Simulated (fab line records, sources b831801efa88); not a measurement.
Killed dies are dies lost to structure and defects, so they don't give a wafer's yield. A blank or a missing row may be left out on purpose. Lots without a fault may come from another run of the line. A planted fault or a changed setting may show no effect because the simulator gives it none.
A struck lot beside a sound one | flow gf180mcu | 23 steps out of a route of 602
Sound: wafers L371.1, L371.3, L371.5. Struck: wafers L379.3, L379.4, L379.6. The cause comes at the end.
At each step with rows: each side's tool, then ch and its chambers, then its first start. Under that, the readings that differ: sound wafers | struck wafers | difference of the means | sigmas: that difference in standard deviations of wafers without a fault.
alike: readings whose means differ by less than 2 such deviations, and words and numbers that are the same on both sides. not compared: withheld readings, readings that some wafer has no value for, bounds like >300 that may hide the same value, and numbers for which the record gives no deviation and whose values overlap.
The two part at a step that has a row with sigmas, a row that says differs or no value, or rows on one side only. Numbers that don't overlap but have no deviation are shown without sigmas and don't part them. A reading that every wafer of one side lacks parts them only if that side has two wafers or more.

first, 5 steps without rows for these wafers: GF_LVPWELL_COAT_02 (resist thk 3000 nm); GF_LVPWELL_SOFTBAKE_03; GF_LVPWELL_EXPOSE_04 (exposes mask LVPWELL, target cd 600 nm); GF_LVPWELL_PEB_05; GF_LVPWELL_DEVELOP_06 (develop time 60 s).
GF_LVPWELL_OVL_MEAS_07:
  sound on overlay-02, day 3 19:27; struck on overlay-02, day 5 15:08
  alike: LVPWELL_OVL
then, 2 steps without rows for these wafers: GF_LVPWELL_IMPLANT_08; GF_LVPWELL_IMPLANT_09.
GF_LVPWELL_STRIP_10: strips in O2/N2.
  sound on plasma_asher-03 ch 0,1, day 3 19:47; struck on plasma_asher-01 ch 0,1, day 5 15:29
  alike: drypump_motor_current_A, heater_power_w, oes_product_au, strip_time_to_endpoint_s
  not compared: rf_hours_counter_h
GF_LVPWELL_TW_MEAS_11:
  sound on film_metro-03, day 3 19:53; struck on film_metro-01, day 5 15:35
  alike: LVPWELL_TW
then, 2 steps without rows for these wafers: GF_MVSD_DEHYDRATE_00 (time 60 s); GF_MVSD_HMDS_01 (prime time 60 s).
GF_MVSD_COAT_02: resist thk 3000 nm.
  sound on litho_track-03 ch 0, day 4 01:39; struck on litho_track-01 ch 0, day 5 22:52
  reading                                | sound          | struck         | difference | sigmas
  model.coat_of_MVSD_COAT_02.thk_nm (nm) | 3009 3007 3006 | 2565 2568 2561 | -443       |
  alike: exhaust_pa
then, 3 steps without rows for these wafers: GF_MVSD_SOFTBAKE_03; GF_MVSD_EXPOSE_04 (exposes mask MVSD, target cd 1000 nm); GF_MVSD_PEB_05.
GF_MVSD_DEVELOP_06: develop time 60 s.
  sound on litho_track-03 ch 0; struck on litho_track-02 ch 0
  reading                                | sound          | struck         | difference | sigmas
  model.coat_of_MVSD_COAT_02.thk_nm (nm) | 3008 3006 3005 | 2564 2567 2559 | -443       |
  alike: exhaust_pa
GF_MVSD_OVL_MEAS_07:
  sound on overlay-02, day 4 08:18; struck on overlay-01, day 6 05:56
  alike: MVSD_OVL
then, 2 steps without rows for these wafers: GF_MVSD_IMPLANT_08; GF_MVSD_IMPLANT_09.
GF_MVSD_STRIP_10: strips in O2/N2.
  sound on plasma_asher-04 ch 0,1, day 4 08:38; struck on plasma_asher-04 ch 0,1, day 6 06:17
  reading                      | sound             | struck            | difference | sigmas
  strip_time_to_endpoint_s (s) | 37.12 37.10 37.08 | 31.99 32.02 31.95 | -5.11      | -46
  alike: drypump_motor_current_A, heater_power_w, oes_product_au
  not compared: rf_hours_counter_h
GF_MVSD_TW_MEAS_11:
  sound on film_metro-01, day 4 08:44; struck on film_metro-03, day 6 06:23
  alike: MVSD_TW
GF_PASSIVATION_PROBE_99:
  the record has rows for the sound wafers here (prober-02, day 28 16:05) and none for the struck ones

WHERE THEY PART
First at GF_MVSD_STRIP_10; last, within this record, at GF_PASSIVATION_PROBE_99.

WHY: what the simulator had put in
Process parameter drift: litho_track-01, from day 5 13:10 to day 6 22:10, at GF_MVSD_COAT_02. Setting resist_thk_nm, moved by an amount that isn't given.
